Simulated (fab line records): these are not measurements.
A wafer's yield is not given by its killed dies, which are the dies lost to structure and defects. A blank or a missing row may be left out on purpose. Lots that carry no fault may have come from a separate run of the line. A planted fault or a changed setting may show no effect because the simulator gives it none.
Matching of chambers || flow gf180mcu || GF_V4_CMP_04 on cmp-02: 4 sister chambers
The step polishes SiO2. 14 wafers are shown with their chamber, then 7 later ones without.

## WAFERS, EACH WITH ITS CHAMBER
{"wafer": "L521.2", "chamber": 1, "motor_current_A (A)": 8.7, "time_to_endpoint_s (s)": 80, "edge_zone_pressure_frac": 1.000}
{"wafer": "L521.3", "chamber": 0, "motor_current_A (A)": 14.6, "time_to_endpoint_s (s)": 82, "edge_zone_pressure_frac": 1.002}
{"wafer": "L521.5", "chamber": 0, "motor_current_A (A)": 14.3, "time_to_endpoint_s (s)": 84, "edge_zone_pressure_frac": 1.001}
{"wafer": "L522.1", "chamber": 3, "motor_current_A (A)": 11.0, "time_to_endpoint_s (s)": 80, "edge_zone_pressure_frac": 1.000}
{"wafer": "L522.3", "chamber": 1, "motor_current_A (A)": 9.4, "time_to_endpoint_s (s)": 79, "edge_zone_pressure_frac": 0.993}
{"wafer": "L522.5", "chamber": 1, "motor_current_A (A)": 9.1, "time_to_endpoint_s (s)": 79, "edge_zone_pressure_frac": 0.999}
{"wafer": "L523.1", "chamber": 0, "motor_current_A (A)": 15.4, "time_to_endpoint_s (s)": 77, "edge_zone_pressure_frac": 0.993}
{"wafer": "L523.3", "chamber": 1, "motor_current_A (A)": 9.5, "time_to_endpoint_s (s)": 81, "edge_zone_pressure_frac": 1.002}
{"wafer": "L523.4", "chamber": 2, "motor_current_A (A)": 12.6, "time_to_endpoint_s (s)": 70, "edge_zone_pressure_frac": 1.006}
{"wafer": "L527.1", "chamber": 1, "motor_current_A (A)": 8.8, "time_to_endpoint_s (s)": 75, "edge_zone_pressure_frac": 1.006}
{"wafer": "L527.3", "chamber": 2, "motor_current_A (A)": 11.4, "time_to_endpoint_s (s)": 77, "edge_zone_pressure_frac": 0.996}
{"wafer": "L527.4", "chamber": 3, "motor_current_A (A)": 10.6, "time_to_endpoint_s (s)": 83, "edge_zone_pressure_frac": 1.002}
{"wafer": "L539.1", "chamber": 2, "motor_current_A (A)": 12.1, "time_to_endpoint_s (s)": 83, "edge_zone_pressure_frac": 1.003}
{"wafer": "L539.3", "chamber": 3, "motor_current_A (A)": 10.1, "time_to_endpoint_s (s)": 83, "edge_zone_pressure_frac": 0.995}

SIGNATURES (averages over the wafers above)
{"reading": "motor_current_A", "chamber 0": 14.767, "chamber 1": 9.100, "chamber 2": 12.033, "chamber 3": 10.567, "scatter within a chamber": 0.477}
{"reading": "time_to_endpoint_s", "chamber 0": 81.00, "chamber 1": 78.80, "chamber 2": 76.67, "chamber 3": 82.00, "scatter within a chamber": 3.71}
{"reading": "edge_zone_pressure_frac", "chamber 0": 0.99867, "chamber 1": 1.00000, "chamber 2": 1.00167, "chamber 3": 0.99900, "scatter within a chamber": 0.00466}
Rule: distance of a wafer from a chamber = root of the sum over the readings of ((wafer's reading minus chamber's mean) / reading's scatter) squared. If the next closest chamber is less than 2 further off than the closest, the wafer can't be placed; otherwise it belongs to the closest. How the scatter is found: for the shown wafers, subtract from each reading the mean of its chamber, square and add these, divide the total by (wafers less chambers), then take the root.

## WAFERS MISSING THEIR CHAMBER
{"wafer": "L539.6", "motor_current_A (A)": 9.1, "time_to_endpoint_s (s)": 88, "edge_zone_pressure_frac": 1.003}
{"wafer": "L540.1", "motor_current_A (A)": 8.9, "time_to_endpoint_s (s)": 75, "edge_zone_pressure_frac": 0.994}
{"wafer": "L540.2", "motor_current_A (A)": 12.2, "time_to_endpoint_s (s)": 72, "edge_zone_pressure_frac": 0.997}
{"wafer": "L540.4", "motor_current_A (A)": 10.9, "time_to_endpoint_s (s)": 82, "edge_zone_pressure_frac": 1.010}
{"wafer": "L544.4", "motor_current_A (A)": 14.0, "time_to_endpoint_s (s)": 89, "edge_zone_pressure_frac": 1.002}
{"wafer": "L544.5", "motor_current_A (A)": 10.8, "time_to_endpoint_s (s)": 88, "edge_zone_pressure_frac": 0.996}
{"wafer": "L544.6", "motor_current_A (A)": 15.4, "time_to_endpoint_s (s)": 88, "edge_zone_pressure_frac": 1.002}

## THE CHAMBER EACH PASSED THROUGH
{"wafer": "L539.6", "from the rows above": "can't be placed: 1 or 3", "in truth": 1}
{"wafer": "L540.1", "from the rows above": 1, "in truth": 1}
{"wafer": "L540.2", "from the rows above": 2, "in truth": 2}
{"wafer": "L540.4", "from the rows above": "can't be placed: 3 or 2 or 1", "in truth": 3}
{"wafer": "L544.4", "from the rows above": 0, "in truth": 0}
{"wafer": "L544.5", "from the rows above": 3, "in truth": 3}
{"wafer": "L544.6", "from the rows above": 0, "in truth": 0}
Correct placement for 5 of the 7. Unplaceable from these rows: 2, with the true chamber sitting among the candidates in 2. Placed wrongly: 0.
